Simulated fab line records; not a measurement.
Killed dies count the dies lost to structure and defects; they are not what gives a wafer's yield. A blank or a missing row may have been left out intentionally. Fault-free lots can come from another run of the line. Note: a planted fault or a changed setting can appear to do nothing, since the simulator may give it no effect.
Which tool was responsible? + flow sky130 + 13 lots with 39 wafers sampled at 3 steps, on a route of 708 steps

## WHAT THE GAUGES READ, wafer by wafer
SKY_METAL1_RS_MEAS_05: a four-point-probe measurement.
| lot  | measured     | on            | METAL1_ALCU_RS (ohm/sq) |
|------|--------------|---------------|-------------------------|
| L267 | day 31 06:35 | film_metro-04 | 0.1277 0.1255 0.1261    |
| L268 | day 31 08:08 | film_metro-04 | 0.1271 0.1281 0.1272    |
| L269 | day 32 02:59 | film_metro-02 | 0.1258 0.1272 0.1279    |
| L272 | day 33 14:09 | film_metro-02 | 0.1259 0.1260 0.1264    |
| L273 | day 33 20:44 | film_metro-04 | 0.1270 0.1259 0.1278    |
| L274 | day 34 01:28 | film_metro-04 | 0.1279 0.1280 0.1280    |
| L276 | day 34 19:51 | film_metro-03 | 0.1255 0.1284 0.1241    |
| L279 | day 36 07:46 | film_metro-03 | 0.1262 0.1269 0.1269    |
| L281 | day 36 13:48 | film_metro-04 | 0.1271 0.1268 0.1270    |
| L283 | day 36 20:17 | film_metro-04 | 0.1279 0.1263 0.1273    |
| L285 | day 37 19:03 | film_metro-03 | 0.1246 0.1269 0.1254    |
| L287 | day 38 01:30 | film_metro-02 | 0.1267 0.1259 0.1267    |
| L289 | day 38 09:11 | film_metro-02 | 0.1278 0.1282 0.1264    |

SKY_VIA1_THK_MEAS_01.
| lot  | measured     | on            | VIA1_HDPCVD_THK (nm) |
|------|--------------|---------------|----------------------|
| L267 | day 32 10:46 | film_metro-01 | 1027 1016 1028       |
| L268 | day 32 12:50 | film_metro-02 | 1034 1031 1040       |
| L269 | day 33 06:43 | film_metro-03 | 1013 1024 1018       |
| L272 | day 34 17:45 | film_metro-01 | 1030 1028 1033       |
| L273 | day 35 00:07 | film_metro-02 | 1020 1022 1019       |
| L274 | day 35 04:49 | film_metro-02 | 1012 1011 1017       |
| L276 | day 35 23:17 | film_metro-03 | 1012 1021 1020       |
| L279 | day 37 10:22 | film_metro-01 | 1036 1028 1035       |
| L281 | day 37 16:34 | film_metro-02 | 1014 995 1008        |
| L283 | day 38 00:07 | film_metro-03 | 1032 1029 1027       |
| L285 | day 38 21:45 | film_metro-03 | 1022 1023 1014       |
| L287 | day 39 04:20 | film_metro-01 | 1022 1036 1039       |
| L289 | day 39 12:01 | film_metro-03 | 1020 1020 1026       |

## WHAT TOOL EACH LOT RAN ON (gives the tool, then ch and the chambers of the sampled wafers, and finally the start)
| lot  | SKY_LDD_N_IMPLANT_10            |
|------|---------------------------------|
| L267 | implanter-01 ch 0, day 17 08:09 |
| L268 | implanter-02 ch 0, day 17 11:06 |
| L269 | implanter-01 ch 0, day 18 06:29 |
| L272 | implanter-02 ch 0, day 19 23:14 |
| L273 | implanter-02 ch 0, day 20 09:50 |
| L274 | implanter-04 ch 0, day 20 12:31 |
| L276 | implanter-01 ch 0, day 21 09:31 |
| L279 | implanter-01 ch 0, day 23 03:39 |
| L281 | implanter-01 ch 0, day 23 11:41 |
| L283 | implanter-02 ch 0, day 23 16:36 |
| L285 | implanter-04 ch 0, day 24 19:25 |
| L287 | implanter-04 ch 0, day 25 02:15 |
| L289 | implanter-04 ch 0, day 25 11:55 |
- SKY_LDD_N_IMPLANT_10

## AS READ BY THE TOOLS THEMSELVES (means over the sampled wafers that have a number; for cases with no such wafer, the mark the record gives instead)
SKY_LDD_N_IMPLANT_10.
| lot  | tool         | beam_energy_keV | rotation_deg (degrees) |
|------|--------------|-----------------|------------------------|
| L267 | implanter-01 | 19.994          | 202.99                 |
| L268 | implanter-02 | 20.003          | 203.02                 |
| L269 | implanter-01 | 20.001          | 202.96                 |
| L272 | implanter-02 | 19.999          | 203.03                 |
| L273 | implanter-02 | 19.995          | 203.03                 |
| L274 | implanter-04 | 19.994          | 203.04                 |
| L276 | implanter-01 | 19.994          | 203.02                 |
| L279 | implanter-01 | 18.833          | 203.03                 |
| L281 | implanter-01 | 18.838          | 203.00                 |
| L283 | implanter-02 | 20.002          | 203.04                 |
| L285 | implanter-04 | 20.001          | 203.05                 |
| L287 | implanter-04 | 19.996          | 203.03                 |
| L289 | implanter-04 | 19.993          | 202.95                 |

## THE ANSWER, worked out from the rows above alone
Rule: usual is defined by the lots themselves. Put in order of their means at a reading, lots are off if they are a third of the lots or fewer, leave a main group of 4 or more, and stand apart from it by a gap of 3 or more times the standard deviation of the main group's means; of several such gaps the widest counts. Not used: any main group whose means are identical at the precision the tables above print for the reading. Also off: a lot with no number at a reading for which 4 or more lots have one. The other lots that the step has rows for count as sound. First the gauges in route order, then the tools' own readings, where a lot's mean is used as printed above. The first step at which some lot is off is used, and at that step the reading that is off furthest; a lot without a number counts as furthest.
Off: L279, L281, at SKY_LDD_N_IMPLANT_10 (beam_energy_keV). The main group: mean 19.997, standard deviation 0.0036.
If a tool, at that step or one of the process steps before it, ran each lot that is off and ran no sound lot following the first of them, it fits. One fits: SKY_LDD_N_IMPLANT_10 on implanter-01. Its last sound lot is L276 (day 21 09:31), its first lot that is off L279 (day 23 03:39): a fault that began between those two fits.
The tool's own readings at SKY_LDD_N_IMPLANT_10 bear it out: on the lots that are off they differ by more than 5 times the standard deviation of the sound lots' means. beam_energy_keV reads 18.835 there against 19.997 on the sound lots.

## WHAT THE SIMULATOR PUT IN
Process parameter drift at SKY_LDD_N_IMPLANT_10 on implanter-01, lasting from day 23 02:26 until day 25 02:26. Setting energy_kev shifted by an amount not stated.
Lots struck among those shown: L279, L281. The rule above found the same.
